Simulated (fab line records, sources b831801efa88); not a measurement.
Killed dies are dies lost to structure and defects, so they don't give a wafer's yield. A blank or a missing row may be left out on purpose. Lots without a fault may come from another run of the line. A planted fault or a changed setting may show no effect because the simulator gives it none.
Problem report in the 8D (eight disciplines) form, filled by code | flow gf180mcu | the parts of the form that need people (team, actions taken, sign-off) are left out

1. THE PROBLEM
run_length_s at GF_POLY_GATE_SOFTBAKE_06 reads a mean of 94.97 s on 2 wafers of 2 lots; wafers without a fault read 89.17 s with a standard deviation of 0.14. That is +41 standard deviations from the usual mean.
The step: time 60 s.
First seen on wafer L451.4, day 11 14:00, on litho_track-02. The record holds 42 wafers of 14 lots with a number at this step. Rule for "out", or "out of limits": more than 4 standard deviations from the usual mean. The other wafers with a number count as sound.

2. WHAT IT IS AND WHAT IT IS NOT
question                    | is                | is not
which readings at this step | run_length_s      | heater_power_total_W
which lots                  | L451, L453        | L441, L443, L447, L448, L449, L457, L459, L460, L461, L462, L463, L464
which wafers of those lots  | L451.4, L453.4    | L451.1, L451.5, L453.3, L453.5
read on which tools         | litho_track-02    | litho_track-01, litho_track-04
when                        | from day 11 14:00 | up to then (17 sound wafers); but 23 sound wafers of L453, L457, L459, L460, L461, L462, L463, L464 came after

3. SUSPECTS, AND WHAT RULES EACH OUT
Counting: a tool at a process step up to the reading stays a suspect if it ran every lot that is out. Sound lots after the first of them don't rule it out here, since some wafers of a struck lot are sound.
- litho_track-02 at GF_POLY_GATE_SOFTBAKE_06 (time 60 s): kept. It ran every lot that is out, first L451 (day 11 14:00); its last sound lot up to then is L449 (day 11 00:00). Its own readings are out on those wafers: run_length_s.
Left after counting: litho_track-02 at GF_POLY_GATE_SOFTBAKE_06.

4. THE CAUSE (what the simulator had put in)
Process parameter drift: litho_track-02, from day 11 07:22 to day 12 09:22, at GF_POLY_GATE_SOFTBAKE_06. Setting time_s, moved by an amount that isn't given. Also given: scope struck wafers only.
Counting left only this tool.

5. THE CHAIN OF EFFECTS, in route order
Each row: a reading whose mean over the struck wafers that have a number lies more than 3 standard deviations from the usual. Only readings for which the record gives a usual standard deviation are gone through. hours: the time from each lot's start at the first step in this table that gives one to its start at this step, as a median over the lots. sigmas: the change in usual standard deviations.
hours | step                     | reading      | usual   | on struck wafers | change | sigmas
0     | GF_POLY_GATE_SOFTBAKE_06 | run_length_s | 89.17 s | 94.97            | +5.80  | +41
The process steps in it:
- GF_POLY_GATE_SOFTBAKE_06: time 60 s.

6. WHAT WOULD HAVE CAUGHT IT SOONER
In this record the first reading out of limits was taken at day 11 14:00, 7 hours after the fault began at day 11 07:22.
